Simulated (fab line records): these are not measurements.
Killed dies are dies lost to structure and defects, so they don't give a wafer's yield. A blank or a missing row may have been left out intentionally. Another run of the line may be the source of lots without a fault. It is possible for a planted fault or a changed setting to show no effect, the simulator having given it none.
fab line records | flow sky130
[record] lots = 6 wafers = 18 last_day = 50
route steps=708 shown VIA2@516 METAL3@532 PAD_OPEN@708
lots untouched by any fault: they come from a run of this same line in which no faults occurred
start_h: hours from the record's first day to the start of the lot's first wafer shown | wait_h: hours from the lot's prior step to this one | " the same as in the row above | L1.1+2: several wafers, shown together as one row | - no value present, or no start provided | * or withheld: withheld | < > ~ a bound
route shown NAME@n: a module of which the file shows steps, and the number in the route of the first | usual: the fault-free wafers' mean and standard deviation | same: alike in all rows | chamber/n: place in a boat | sites: per-site readings | _std_site: how widely they spread, as a standard deviation | _edge_site: outer sites' mean less inner sites' | radius_mm: for every site, how far away it sits from the centre of the wafer | mask NAME#n: copy n | behind: the tool/chamber that last shaped the wafer | hold: cause of the lot's hold/its duration in hours/its outcome | device: the n, p or np transistor that did not switch | end of line: tests of these same wafers at the route's end | step lacking rows: just its recipe | killed: at the first sort, the dies lost to defects and structure; wafer yield is something else | map: shows each die of a wafer: x if killed, . if not, _ if none is there
set.NAME: the setting the step ran with; set.NAME@STEP: the setting that earlier step ran with | model.NAME: the simulator's own value behind a step, which no gauge read
lots seen at some steps along the route; tables by step, rows by wafer
services: from which hour (start_h, from the record's first day; less than 0 if before it) a tool's chamber was out of use, for how many hours, and why
[[steps]]
[step SKY_VIA2_EXPOSE_09]
[recipe] mask_id = VIM2 na = 0.8 source_shape = annular sigma_inner = 0.55 sigma_outer = 0.85 target_cd_nm = 200 dose_mj = 38
[step SKY_VIA2_PEB_10]
[recipe] peb_temp_c = withheld peb_time_s = withheld resist = KrF-thick
[step SKY_VIA2_DEVELOP_11]
[recipe] develop_time_s = 60 resist = KrF-thick dev_temp_c = 21
[step SKY_VIA2_CD_MEAS_12]
[recipe] target_cd_nm = 200
[usual] cd_nm = 199.7/1.7
// columns lot.wafer tool chamber start_h wait_h cd_nm
L469.3 cd_sem-01 - 870.97 - 204.3
L469.4 " - " " 202.3
L469.5 " - " " 201.9
L472.1 cd_sem-02 - 894.03 - 200.3
L472.2 " - " " 201.0
L472.6 " - " " 201.9
L476.3 cd_sem-02 - 925.12 - 199.0
L476.5 " - " " 200.5
L476.6 " - " " 199.3
L477.4 cd_sem-01 - 928.89 - 197.4
L477.5 " - " " 198.6
L477.6 " - " " 198.7
L484.2 cd_sem-01 - 1002.65 - 198.0
L484.3 " - " " 197.8
L484.4 " - " " 198.1
L488.2 cd_sem-01 - 1020.96 - 199.7
L488.4 " - " " 200.9
L488.5 " - " " 200.0
[step SKY_VIA2_OVL_MEAS_13]
[usual] VIA2_OVL = -2/5
// columns lot.wafer tool chamber start_h wait_h VIA2_OVL[nm]
L469.3 overlay-01 - 871.07 0.1 -2
L469.4 " - " " 1
L469.5 " - " " 3
L472.1 overlay-01 - 894.15 0.1 -6
L472.2 " - " " -4
L472.6 " - " " 4
L476.3 overlay-02 - 925.22 0.1 -6
L476.5 " - " " -8
L476.6 " - " " -9
L477.4 overlay-02 - 928.97 0.1 -13
L477.5 " - " " -8
L477.6 " - " " -10
L484.2 overlay-01 - 1002.76 0.1 1
L484.3 " - " " -5
L484.4 " - " " -3
L488.2 overlay-01 - 1021.07 0.1 5
L488.4 " - " " 2
L488.5 " - " " 2
[step SKY_VIA2_ETCH_14]
[recipe] chemistry = N2/H2 target = BARC ion_energy_ev = 200 source_w = 500 bias_w = 100 pressure_mtorr = 30 n2_flow_sccm = 100 h2_flow_sccm = 200 stop_on = SiO2 time_s = 45.9 target_depth_a = 600
[usual] drypump_motor_current_A = 5.4/0.52 n2_flow_sccm = 99.97/0.27 oes_product_au = 0.854/0.0045 throttle_valve_pct = 13.226/0.0088
// columns lot.wafer tool chamber start_h wait_h drypump_motor_current_A n2_flow_sccm oes_product_au rf_hours_counter_h throttle_valve_pct
L469.3 rie_diel-03 2 871.09 0.0 5.1 99.91 0.855 13 13.229
L469.4 " 3 " " 5.2 100.16 0.853 3 13.236
L469.5 " 1 " " 6.4 100.29 0.851 - 13.227
L472.1 rie_diel-03 3 894.19 0.0 5.2 100.02 0.852 3 13.208
L472.2 " 1 " " 6.4 100.09 0.855 13 13.218
L472.6 " 0 " " 6.4 100.01 0.850 - 13.222
L476.3 rie_diel-01 1 925.24 0.0 5.2 99.84 0.848 26 13.228
L476.5 " 1 " " 5.2 100.29 0.853 - 13.239
L476.6 " 2 " " 4.7 99.65 0.864 - 13.233
L477.4 rie_diel-01 3 928.99 0.0 5.7 99.49 0.858 4 13.240
L477.5 " 1 " " 5.2 99.81 0.855 - 13.235
L477.6 " 2 " " 4.7 99.72 0.865 - 13.223
L484.2 rie_diel-04 3 1002.79 0.0 5.6 99.56 0.851 5 13.223
L484.3 " 1 " " 6.0 100.11 0.860 7 13.226
L484.4 " 1 " " 6.0 99.76 0.860 - 13.228
L488.2 rie_diel-04 3 1021.10 0.0 5.6 99.98 0.855 6 13.235
L488.4 " 0 " " 6.0 100.31 0.849 0 13.226
L488.5 " 2 " " 5.3 100.07 0.850 - 13.224
[step SKY_VIA2_ETCH_15]
[recipe] target = SiO2 chemistry = C4F8/O2/Ar target_depth_nm = 546 stop_on = TiN mask_material = KrF-thick source_w = 1500 bias_w = 1200 pressure_mtorr = 40 c4f8_flow_sccm = withheld O2_flow_sccm = 6 Ar_flow_sccm = 300 time_s = 84
[usual] oes_product_au = 0.939/0.0044
// columns lot.wafer tool chamber start_h wait_h oes_product_au rf_hours_counter_h
L469.3 rie_diel-03 2 871.13 0.0 0.935 13
L469.4 " 3 " " 0.941 3
L469.5 " 1 " " 0.930 -
L472.1 rie_diel-03 3 894.23 0.0 0.942 3
L472.2 " 1 " " 0.940 13
L472.6 " 0 " " 0.936 -
L476.3 rie_diel-01 1 925.28 0.0 0.937 26
L476.5 " 1 " " 0.940 -
L476.6 " 2 " " 0.932 -
L477.4 rie_diel-01 3 929.03 0.0 0.935 4
L477.5 " 1 " " 0.936 -
L477.6 " 2 " " 0.942 -
L484.2 rie_diel-04 3 1002.83 0.0 0.941 5
L484.3 " 1 " " 0.944 7
L484.4 " 1 " " 0.939 -
L488.2 rie_diel-04 3 1021.14 0.0 0.937 6
L488.4 " 0 " " 0.940 0
L488.5 " 2 " " 0.940 -
[step SKY_VIA2_STRIP_16]
[recipe] chemistry = O2/N2 power_w = 1400 pressure_mtorr = 1500 platen_temp_c = withheld o2_flow_sccm = 3000 n2_flow_sccm = 300 overash_fraction = 0.5
[usual] drypump_motor_current_A = 5.77/0.26 n2_flow_sccm = 299.9/0.82 oes_product_au = 0.399/0.0045 strip_time_to_endpoint_s = 4.052/0.028
// columns lot.wafer tool chamber start_h wait_h drypump_motor_current_A n2_flow_sccm oes_product_au rf_hours_counter_h strip_time_to_endpoint_s
L469.3 plasma_asher-03 1 871.23 0.1 5.55 299.7 0.403 - 4.080
L469.4 " 0 " " 5.20 300.4 0.396 - 4.115
L469.5 " 1 " " 5.52 300.4 0.396 - 4.092
L472.1 plasma_asher-02 0 894.30 0.0 5.98 300.1 0.405 106 4.074
L472.2 " 1 " " 6.09 299.9 0.403 106 4.057
L472.6 " 1 " " 6.10 299.1 0.393 - 4.052
L476.3 plasma_asher-03 1 925.38 0.1 5.53 299.4 0.409 - 4.048
L476.5 " 1 " " 5.52 298.9 0.403 - 4.055
L476.6 " 0 " " 5.20 302.0 0.393 - 4.060
L477.4 plasma_asher-02 0 929.13 0.1 5.98 299.6 0.399 - 4.043
L477.5 " 0 " " 5.95 297.6 0.394 - 4.049
L477.6 " 1 " " 6.07 299.7 0.401 - 4.088
L484.2 plasma_asher-04 0 1002.90 0.0 5.79 300.0 0.399 58 4.045
L484.3 " 1 " " 5.70 299.5 0.393 - 4.034
L484.4 " 0 " " 5.78 299.5 0.400 - 4.025
L488.2 plasma_asher-02 0 1021.20 0.0 5.98 299.6 0.391 117 3.992
L488.4 " 1 " " 6.08 298.6 0.393 - 4.060
L488.5 " 0 " " 5.97 298.2 0.399 - 3.980
[step SKY_VIA2_STRIP_17]
[recipe] chemistry = post_etch_residue_remover time_s = 1200 temp_c = 72.5
[step SKY_VIA2_CLEAN_18]
[recipe] chemistry = IPA time_s = 180 temp_c = 25
[step SKY_VIA2_CLEAN_19]
[recipe] chemistry = O3/DIW dry = n2_spin
[step SKY_VIA2_SPUTTER_20]
[recipe] material = TiN target_thk_nm = 20 chamber_pressure_pa = 5 power_w = 4000 time_s = 80
[usual] throttle_valve_pct = 30.3/1.2
// columns lot.wafer tool chamber start_h wait_h throttle_valve_pct
L469.3 pvd_sputter-04 - 871.84 0.0 29.5
L469.4 " - " " 30.5
L469.5 " - " " 29.5
L472.1 pvd_sputter-03 - 894.89 0.0 28.9
L472.2 " - " " 30.7
L472.6 " - " " 32.3
L476.3 pvd_sputter-03 - 925.94 0.0 29.3
L476.5 " - " " 32.1
L476.6 " - " " 30.5
L477.4 pvd_sputter-01 - 929.69 0.0 30.3
L477.5 " - " " 29.7
L477.6 " - " " 28.1
L484.2 pvd_sputter-03 - 1003.53 0.0 30.6
L484.3 " - " " 32.3
L484.4 " - " " 28.8
L488.2 pvd_sputter-03 - 1021.80 0.0 30.4
L488.4 " - " " 30.7
L488.5 " - " " 32.3
[step SKY_VIA2_CVD_21]
[recipe] material = W target_thk_nm = 420 time_s = 126.4 temp_c = 400 pressure_torr = 40
[usual] heater_power_w = 794/42
// columns lot.wafer tool chamber start_h wait_h heater_power_w model.W_of_VIA2_CVD_21.thk_nm
L469.3 cvd_w-01 0 871.95 0.1 776 413.8
L469.4 " 1 " " 742 416.7
L469.5 " 1 " " 764 415.6
L472.1 cvd_w-02 0 894.95 0.0 879 421.2
L472.2 " 1 " " 807 421.9
L472.6 " 1 " " 816 417.8
L476.3 cvd_w-02 1 926.04 0.1 804 732.2
L476.5 " 1 " " 806 728.6
L476.6 " 0 " " 836 734.5
L477.4 cvd_w-02 1 929.79 0.1 813 739.5
L477.5 " 1 " " 823 738.2
L477.6 " 0 " " 862 737
L484.2 cvd_w-01 0 1003.59 0.0 742 417.7
L484.3 " 0 " " 745 416
L484.4 " 1 " " 716 415.4
L488.2 cvd_w-02 0 1021.86 0.0 825 419
L488.4 " 0 " " 851 414.6
L488.5 " 0 " " 846 416.6
[step SKY_VIA2_RS_MEAS_22]
[recipe] thk_meas_gauge = four-point-probe reads = W_of_VIA2_CVD_21+TiN_of_VIA2_SPUTTER_20
[usual] VIA2_W_RS = 0.2724/0.0028
// columns lot.wafer tool chamber start_h wait_h VIA2_W_RS[ohm/sq]
L469.3 film_metro-02 - 872.07 0.1 0.2773
L469.4 " - " " 0.2758
L469.5 " - " " 0.2764
L472.1 film_metro-03 - 895.08 0.1 0.2724
L472.2 " - " " 0.2713
L472.6 " - " " 0.2739
L476.3 film_metro-04 - 926.17 0.1 0.1555
L476.5 " - " " 0.1564
L476.6 " - " " 0.1550
L477.4 film_metro-04 - 929.94 0.1 0.1540
L477.5 " - " " 0.1542
L477.6 " - " " 0.1545
L484.2 film_metro-03 - 1003.74 0.1 0.2745
L484.3 " - " " 0.2751
L484.4 " - " " 0.2749
L488.2 film_metro-02 - 1022.01 0.1 0.2739
L488.4 " - " " 0.2776
L488.5 " - " " 0.2753
[step SKY_VIA2_THK_MEAS_23]
[recipe] thk_meas_gauge = xrf reads = W_of_VIA2_CVD_21
[usual] VIA2_W_THK = 429/5.7
// columns lot.wafer tool chamber start_h wait_h VIA2_W_THK[nm]
L469.3 film_metro-02 - 872.17 0.1 426
L469.4 " - " " 432
L469.5 " - " " 426
L472.1 film_metro-03 - 895.20 0.1 425
L472.2 " - " " 426
L472.6 " - " " 426
L476.3 film_metro-04 - 926.27 0.1 -
L476.5 " - " " -
L476.6 " - " " -
L477.4 film_metro-04 - 930.03 0.1 -
L477.5 " - " " -
L477.6 " - " " -
L484.2 film_metro-03 - 1003.85 0.1 424
L484.3 " - " " 422
L484.4 " - " " 423
L488.2 film_metro-02 - 1022.12 0.1 435
L488.4 " - " " 431
L488.5 " - " " 432
[step SKY_VIA2_CMP_24]
[recipe] stop_on = SiO2 t_overpolish_s = 20 down_force_psi = 3.5 platen_rpm = 60 target_thk_nm = 0 pad_velocity_m_s = 0.94248
[usual] head_pressure_psi = 3.499/0.0077 motor_current_A = 11.7/0.75 retaining_ring_pressure_frac = 1.000/0.0049 time_to_endpoint_s = 101/4.3
// columns lot.wafer tool chamber start_h wait_h head_pressure_psi motor_current_A retaining_ring_pressure_frac time_to_endpoint_s
L469.4 cmp-01 1 872.39 0.2 3.497 11.3 1.002 99
L469.3 " 2 " " 3.489 12.2 1.005 98
L469.5 " 2 " " 3.499 12.6 1.010 99
L472.2 cmp-02 1 895.31 0.1 3.501 10.6 1.005 110
L472.1 " 3 " " 3.511 11.0 0.997 96
L472.6 " 0 " " 3.506 11.4 1.006 99
L476.3 cmp-01 1 926.37 0.1 3.502 11.4 0.990 181
L476.6 " 0 " " 3.494 11.3 1.008 179
L476.5 " 1 " " 3.487 11.1 1.002 177
L477.4 cmp-02 2 930.11 0.1 3.513 13.4 0.996 187
L477.6 " 1 " " 3.495 11.2 1.007 194
L477.5 " 2 " " 3.515 12.8 0.998 183
L484.3 cmp-01 3 1003.90 0.0 3.505 11.9 1.008 97
L484.4 " 0 " " 3.487 11.9 1.008 98
L484.2 " 2 " " 3.503 12.4 0.994 103
L488.2 cmp-01 3 1022.22 0.1 3.494 11.8 0.990 98
L488.4 " 0 " " 3.501 11.3 1.005 98
L488.5 " 2 " " 3.518 12.2 0.999 100
[step SKY_METAL3_SPUTTER_00]
[recipe] material = Ti target_thk_nm = 15 power_w = 3000 time_s = 10 chamber_pressure_pa = 0.4
[usual] throttle_valve_pct = 30.0/1.2
// columns lot.wafer tool chamber start_h wait_h throttle_valve_pct
L469.3 pvd_sputter-01 - 872.69 0.2 31.4
L469.4 " - " " 30.1
L469.5 " - " " 31.4
L472.1 pvd_sputter-04 - 895.56 0.1 31.9
L472.2 " - " " 30.0
L472.6 " - " " 29.4
L476.3 pvd_sputter-01 - 926.62 0.2 30.0
L476.5 " - " " 27.7
L476.6 " - " " 29.6
L477.4 pvd_sputter-04 - 930.37 0.2 31.9
L477.5 " - " " 29.5
L477.6 " - " " 29.8
L484.2 pvd_sputter-04 - 1004.20 0.1 29.3
L484.3 " - " " 30.5
L484.4 " - " " 32.1
L488.2 pvd_sputter-01 - 1022.47 0.2 28.1
L488.4 " - " " 30.4
L488.5 " - " " 29.8
[step SKY_PAD_OPEN_PROBE_99]
[usual] defect_limited_yield = 82.5/1.9 killed_at_M0_to_M3 = 44/7.3 killed_at_M4_up = 3.2/1.8 killed_at_contacts = 24/5.4 killed_at_front_end = 16/4.4 killed_at_other = 0.3/0.48 killed_dies = 86/9.5 killed_open = 47/7.7 killed_short = 39/6.4 sort_bin_3_pad_short = 0.9/0.41 sort_bin_5_function = 10.4/1.5 sort_bin_6_memory = 6.2/1.1 sort_n_pass = 406/9.5 sort_yield_pct = 82.5/1.9
[same] gross_dies = 492 killed_at_back_side = 0 sort_bin_4_leakage[%] = 0 sort_bin_8_speed[%] = 0
// columns lot.wafer tool chamber start_h wait_h defect_limited_yield[%] killed_at_M0_to_M3 killed_at_M4_up killed_at_contacts killed_at_front_end killed_at_other killed_dies killed_open killed_short sort_bin_3_pad_short[%] sort_bin_5_function[%] sort_bin_6_memory[%] sort_n_pass sort_yield_pct[%]
L469.3 prober-02 - 1096.14 0.2 81.3 43 5 33 10 1 92 50 42 1.0 11.4 6.3 400 81.3
L469.4 prober-02 - 1096.19 0.2 84.8 39 3 24 9 0 75 43 32 0.4 8.7 6.1 417 84.8
L469.5 prober-02 - 1096.24 0.2 81.9 42 3 29 15 0 89 45 44 0.6 8.7 8.7 403 81.9
L472.1 prober-01 - 1109.21 0.1 84.3 37 2 20 18 0 77 39 38 1.0 8.5 6.1 415 84.3
L472.2 prober-01 - 1109.26 0.1 80.5 53 2 18 23 0 96 50 46 1.2 12.0 6.3 396 80.5
L472.6 prober-01 - 1109.46 0.2 82.1 38 7 24 19 0 88 48 40 1.0 10.6 6.3 404 82.1
L476.3 prober-01 - 1134.50 0.2 85.0 41 2 24 7 0 74 40 34 1.0 7.7 6.3 418 85.0
L476.5 prober-01 - 1134.60 0.2 85.0 40 4 12 18 0 74 42 32 1.6 8.7 4.7 418 85.0
L476.6 prober-01 - 1134.65 0.2 86.6 34 1 19 12 0 66 40 26 0.8 6.7 5.9 426 86.6
L477.4 prober-02 - 1140.09 0.2 81.5 47 4 22 17 1 91 48 43 0.8 11.0 6.7 401 81.5
L477.5 prober-02 - 1140.14 0.2 81.1 37 3 30 23 0 93 51 42 1.2 10.8 6.9 399 81.1
L477.6 prober-02 - 1140.19 0.2 77.6 49 4 34 23 0 110 64 46 0.8 13.2 8.3 382 77.6
L484.2 prober-01 - 1191.31 0.1 86.4 34 3 18 12 0 67 33 34 0.8 8.5 4.3 425 86.4
L484.3 prober-01 - 1191.36 0.2 81.5 51 3 23 14 0 91 52 39 1.2 8.7 8.5 401 81.5
L484.4 prober-01 - 1191.41 0.2 82.7 49 3 21 12 0 85 43 42 1.0 10.0 6.3 407 82.7
L488.2 prober-02 - 1204.20 0.1 82.7 42 6 18 19 0 85 52 33 0.8 11.2 5.3 407 82.7
L488.4 prober-02 - 1204.30 0.2 77.8 55 1 28 24 1 109 65 44 0.8 13.0 8.3 383 77.8
L488.5 prober-02 - 1204.35 0.2 83.7 49 3 9 19 0 80 44 36 1.4 9.3 5.5 412 83.7
// killed by level:class
L469.3 VIA1:geometric_particle:open=10 CONTACT:geometric_particle:open=9 LI_CONTACT:geometric_particle:open=9 POLY_GATE:geometric_particle:open=6 VIA2:geometric_particle:open=6 LOCAL_INTERCONNECT:geometric_particle:short=5 VIA1:geometric_particle:short=5 VIA2:geometric_particle:short=5
L469.4 VIA1:geometric_particle:open=12 CONTACT:geometric_particle:open=8 LI_CONTACT:geometric_particle:open=7 VIA3:geometric_particle:open=6 VIA1:geometric_particle:short=6 METAL2:geometric_particle:short=5 CONTACT:geometric_particle:short=4 METAL1:geometric_particle:short=4
L469.5 VIA1:geometric_particle:open=9 METAL1:geometric_particle:short=8 CONTACT:geometric_particle:open=8 LI_CONTACT:geometric_particle:open=7 VIA3:geometric_particle:open=7 CONTACT:geometric_particle:short=5 VIA3:geometric_particle:short=5 LI_CONTACT:geometric_particle:short=4
L472.1 CONTACT:geometric_particle:open=11 FIELD_ISO:geometric_particle:short=6 POLY_GATE:geometric_particle:short=6 VIA1:geometric_particle:open=6 METAL2:geometric_particle:short=6 VIA1:geometric_particle:short=5 VIA2:geometric_particle:open=5 METAL1:geometric_particle:short=5
L472.2 VIA2:geometric_particle:open=12 VIA1:geometric_particle:open=10 FIELD_ISO:geometric_particle:open=7 CONTACT:geometric_particle:open=7 METAL2:geometric_particle:short=7 FIELD_ISO:geometric_particle:short=5 VIA1:geometric_particle:short=5 VIA3:geometric_particle:open=5
L472.6 VIA1:geometric_particle:open=14 CONTACT:geometric_particle:open=8 FIELD_ISO:geometric_particle:open=7 VIA3:geometric_particle:short=7 LI_CONTACT:geometric_particle:open=5 LOCAL_INTERCONNECT:geometric_particle:short=5 METAL2:geometric_particle:short=5 FIELD_ISO:geometric_particle:short=4
L476.3 VIA1:geometric_particle:open=10 VIA2:geometric_particle:open=9 CONTACT:geometric_particle:open=8 METAL2:geometric_particle:short=7 LI_CONTACT:geometric_particle:open=6 CONTACT:geometric_particle:short=5 VIA3:geometric_particle:open=4 METAL1:geometric_particle:short=4
L476.5 VIA1:geometric_particle:open=10 VIA3:geometric_particle:open=8 FIELD_ISO:geometric_particle:open=5 LI_CONTACT:geometric_particle:open=5 VIA3:geometric_particle:short=5 FIELD_ISO:geometric_particle:short=4 METAL1:geometric_particle:short=4 METAL3:geometric_particle:short=4
L476.6 METAL1:geometric_particle:short=10 CONTACT:geometric_particle:open=9 VIA1:geometric_particle:open=8 LI_CONTACT:geometric_particle:open=6 POLY_GATE:geometric_particle:open=4 VIA2:geometric_particle:open=4 VIA3:geometric_particle:open=4 METAL2:geometric_particle:short=3
L477.4 LI_CONTACT:geometric_particle:open=8 VIA1:geometric_particle:open=8 VIA3:geometric_particle:open=7 METAL2:geometric_particle:short=7 LOCAL_INTERCONNECT:geometric_particle:short=7 VIA2:geometric_particle:open=7 POLY_GATE:geometric_particle:short=6 CONTACT:geometric_particle:open=6
L477.5 CONTACT:geometric_particle:open=10 VIA2:geometric_particle:open=9 CONTACT:geometric_particle:short=9 VIA1:geometric_particle:open=9 POLY_GATE:geometric_particle:short=8 LI_CONTACT:geometric_particle:open=5 METAL1:geometric_particle:short=5 FIELD_ISO:geometric_particle:open=4
L477.6 VIA1:geometric_particle:open=14 CONTACT:geometric_particle:open=12 VIA2:geometric_particle:open=8 LI_CONTACT:geometric_particle:open=7 LOCAL_INTERCONNECT:geometric_particle:short=6 VIA3:geometric_particle:open=6 POLY_GATE:geometric_particle:short=5 VIA3:geometric_particle:short=5
L484.2 METAL2:geometric_particle:short=10 CONTACT:geometric_particle:open=10 VIA1:geometric_particle:open=6 VIA2:geometric_particle:open=6 FIELD_ISO:geometric_particle:short=5 LOCAL_INTERCONNECT:geometric_particle:short=5 VIA3:geometric_particle:open=3 POLY_GATE:geometric_particle:short=2
L484.3 CONTACT:geometric_particle:open=10 VIA1:geometric_particle:open=9 VIA2:geometric_particle:open=8 METAL1:geometric_particle:short=6 VIA1:geometric_particle:short=6 METAL2:geometric_particle:short=6 VIA3:geometric_particle:open=6 FIELD_ISO:geometric_particle:short=4
L484.4 VIA1:geometric_particle:open=16 CONTACT:geometric_particle:open=9 LOCAL_INTERCONNECT:geometric_particle:short=6 VIA2:geometric_particle:open=6 VIA3:geometric_particle:short=6 FIELD_ISO:geometric_particle:short=4 POLY_GATE:geometric_particle:short=4 METAL2:geometric_particle:short=4
L488.2 CONTACT:geometric_particle:open=9 VIA1:geometric_particle:open=7 VIA3:geometric_particle:open=7 FIELD_ISO:geometric_particle:open=6 METAL2:geometric_particle:short=5 VIA2:geometric_particle:open=5 POLY_GATE:geometric_particle:open=4 LOCAL_INTERCONNECT:geometric_particle:short=4
L488.4 CONTACT:geometric_particle:open=12 VIA1:geometric_particle:open=10 FIELD_ISO:geometric_particle:open=9 VIA2:geometric_particle:open=9 VIA3:geometric_particle:open=8 METAL1:geometric_particle:short=7 FIELD_ISO:geometric_particle:short=6 LI_CONTACT:geometric_particle:open=6
L488.5 VIA1:geometric_particle:open=11 VIA1:geometric_particle:short=9 FIELD_ISO:geometric_particle:short=6 METAL2:geometric_particle:open=6 VIA2:geometric_particle:open=6 FIELD_ISO:geometric_particle:open=5 VIA3:geometric_particle:open=5 CONTACT:geometric_particle:open=5
[[services]]
// columns tool chamber start_h hours kind
pvd_sputter-03 - 852.90 2.4 repair
plasma_asher-02 - 856.33 5.3 repair
pvd_sputter-03 - 859.39 0.8 repair
plasma_asher-02 - 882.39 11.8 repair
cvd_w-02 - 886.81 1.4 repair
cmp-01 - 887.32 1.3 repair
cvd_w-01 - 889.82 6.9 pm
plasma_asher-02 - 892.43 0.4 repair
cmp-01 - 892.62 13.6 pm
rie_diel-03 0 900.14 3.5 repair
cvd_w-01 - 904.00 14.0 pm
rie_diel-01 - 906.66 1.5 repair
rie_diel-01 0 906.69 19.8 repair
pvd_sputter-04 - 913.26 2.2 repair
cmp-01 - 913.40 4.0 pm
rie_diel-04 2 918.76 6.1 repair
rie_diel-03 1 930.45 2.5 repair
pvd_sputter-01 - 939.47 6.4 repair
cmp-01 - 944.64 1.3 repair
cmp-01 - 970.09 0.9 repair
plasma_asher-02 - 975.35 14.6 pm
pvd_sputter-04 - 993.61 7.5 repair
plasma_asher-02 - 1000.55 2.4 repair
rie_diel-01 1 1005.26 24.7 repair
[[key]]
[first_sign] step = SKY_VIA2_RS_MEAS_22 reading = VIA2_W_RS direction = down sigmas = 41 usual = 0.2724 struck = 0.1549
[effect] step = SKY_VIA2_THK_MEAS_23 reading = VIA2_W_THK direction = missing
[effect] step = SKY_VIA2_CMP_24 reading = time_to_endpoint_s direction = up sigmas = 19 usual = * struck = *
[model_effect] step = SKY_VIA2_CVD_21 value = W_of_VIA2_CVD_21.thk_nm without = 421.6 struck = 735
met_at SKY_VIA2_CVD_21
struck_wafers L476.3,L476.5,L476.6,L477.4,L477.5,L477.6
onset_between 894.95 926.04
also_fits SKY_VIA2_ETCH_14:rie_diel-01,SKY_VIA2_ETCH_15:rie_diel-01
[fault] kind = process_parameter_drift tool = cvd_w-02 chamber = - onset_h = 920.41 steps = SKY_VIA2_CVD_21 channel = target_thk_nm offset = 313.4 shape = step end_h = 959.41 acts_in = these_recipes_only stated = 420
